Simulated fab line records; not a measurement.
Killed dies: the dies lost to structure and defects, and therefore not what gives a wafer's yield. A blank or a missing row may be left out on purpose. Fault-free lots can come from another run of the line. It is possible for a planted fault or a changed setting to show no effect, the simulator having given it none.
The tool behind it: which one?	flow sky130	19 wafers from 7 lots sampled at 3 of the route's 708 steps

## WHAT EACH GAUGE READ, for each wafer
SKY_SD_N_RS_MEAS_18: uses a four-point probe to measure.
lot	measured	on	RES_XHIGH_RS (ohm/sq)
L851	day 28 13:26	film_metro-02	332.3 330.7 333.6
L855	day 29 16:35	film_metro-04	334.7 333.2 333.2
L860	day 31 18:49	film_metro-04	333.6 333.2 333.2
L862	day 32 01:20	film_metro-04	332.6 334.1 333.0
L863	day 32 04:58	film_metro-04	332.8 330.8 333.4
L871	day 34 15:10	film_metro-04	333.1 389.5
L873	day 35 08:46	film_metro-04	387.8 332.5

## WHAT TOOL EACH LOT RAN ON (gives the tool, then ch and the chambers of the sampled wafers, and finally the start)
lot	SKY_RES_XHIGH_IMPLANT_07	SKY_RES_XHIGH_STRIP_08
L851	implanter-03 ch 0, day 27 06:53	plasma_asher-03 ch 0,1, day 27 07:00
L855	implanter-03 ch 0, day 28 11:48	plasma_asher-03 ch 0, day 28 11:57
L860	implanter-01 ch 0, day 30 15:05	plasma_asher-01 ch 0,1, day 30 15:14
L862	implanter-02 ch 0, day 30 21:18	plasma_asher-02 ch 1, day 30 21:27
L863	implanter-03 ch 0, day 30 23:26	plasma_asher-01 ch 0,1, day 30 23:35
L871	implanter-03 ch 0, day 33 10:31	plasma_asher-02 ch 0,1, day 33 10:40
L873	implanter-03 ch 0, day 34 05:20	plasma_asher-03 ch 0,1, day 34 05:27
- SKY_RES_XHIGH_IMPLANT_07
- SKY_RES_XHIGH_STRIP_08: strips in O2/N2.

## THE ANSWER, worked out from the rows above alone
Rule: the lots themselves supply what counts as usual. Put in order of their means at a reading, lots are off if they are a third of the lots or fewer, leave a main group of 4 or more, and stand apart from it by a gap of 3 or more times the standard deviation of the main group's means; of several such gaps the widest counts. A main group whose means are all the same, to the digits that the tables above print for the reading, isn't used. A lot without any number at a reading at which 4 lots or more have one is off too. Any other lot the step has rows for is counted as sound.
Off: L871, L873, seen at SKY_SD_N_RS_MEAS_18 (RES_XHIGH_RS). For the main group the mean is 333.0 ohm/sq and the standard deviation 0.59.
If a tool, at a process step before that reading, ran all the lots that are off and no sound lot after the first of them, it fits. Gauges at SKY_SD_N_RS_MEAS_18: tried the same way as those tools. Can't be told from this: 2 tools fit, implanter-03 at SKY_RES_XHIGH_IMPLANT_07, film_metro-04 at SKY_SD_N_RS_MEAS_18.

## WHAT THE SIMULATOR PUT IN
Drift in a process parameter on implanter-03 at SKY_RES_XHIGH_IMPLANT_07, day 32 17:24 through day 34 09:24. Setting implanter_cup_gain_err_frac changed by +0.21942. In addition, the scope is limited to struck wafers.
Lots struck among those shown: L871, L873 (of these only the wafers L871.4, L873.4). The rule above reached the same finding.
